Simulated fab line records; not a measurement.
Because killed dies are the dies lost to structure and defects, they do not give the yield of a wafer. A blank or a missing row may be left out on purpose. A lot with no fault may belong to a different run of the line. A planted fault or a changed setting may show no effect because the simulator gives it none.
Chamber matching ; flow sky130 ; SKY_VIA2_ETCH_15 on rie diel-01: 4 sister chambers
The step etches SiO2 in C4F8/O2/Ar, stops on TiN, target depth 546 nm, time 80.81 s. 18 wafers are shown with their chamber, then 9 later ones without.

== WAFERS PAIRED WITH THEIR CHAMBERS ==
wafer;chamber;oes product au (a.u.)
L076.1;1;0.970
L076.2;3;0.966
L076.5;0;0.962
L077.4;1;0.964
L077.5;3;0.961
L077.6;2;0.958
L079.4;1;0.953
L079.5;3;0.956
L079.6;2;0.961
L081.3;1;0.962
L081.5;0;0.958
L081.6;3;0.957
L082.3;3;0.942
L082.5;3;0.958
L082.6;1;0.956
L084.1;2;0.965
L084.3;0;0.962
L084.5;2;0.967

SIGNATURES (means of the wafers above)
reading;chamber 0;chamber 1;chamber 2;chamber 3;scatter within a chamber
oes product au;0.96067;0.96100;0.96275;0.95667;0.00634
Rule: for a wafer and a chamber, the distance is found by dividing, reading by reading, the gap between the wafer's reading and the chamber's mean by the reading's scatter, squaring, summing and taking the root. If the next closest chamber is less than 2 further off than the closest, the wafer can't be placed; otherwise it belongs to the closest. How the scatter is found: for the shown wafers, subtract from each reading the mean of its chamber, square and add these, divide the total by (wafers less chambers), then take the root.

== WAFERS WITHOUT THEIR CHAMBER ==
wafer;oes product au (a.u.)
L092.2;0.962
L092.4;0.957
L092.5;0.957
L093.2;0.964
L093.3;0.970
L093.6;0.970
L094.1;0.961
L094.2;0.956
L094.3;0.962

== WHICH CHAMBER EACH WENT THROUGH ==
wafer;from the rows above;in truth
L092.2;can't be placed: 2 or 1 or 0 or 3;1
L092.4;can't be placed: 3 or 0 or 1 or 2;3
L092.5;can't be placed: 3 or 0 or 1 or 2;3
L093.2;can't be placed: 2 or 1 or 0 or 3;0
L093.3;can't be placed: 2 or 1 or 0 or 3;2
L093.6;can't be placed: 2 or 1 or 0 or 3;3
L094.1;can't be placed: 1 or 0 or 2 or 3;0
L094.2;can't be placed: 3 or 0 or 1 or 2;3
L094.3;can't be placed: 2 or 1 or 0 or 3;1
Correctly placed: 0 of 9. Not placeable from these rows: 9 (in 9, the candidates include the true chamber). 0 placed wrongly.
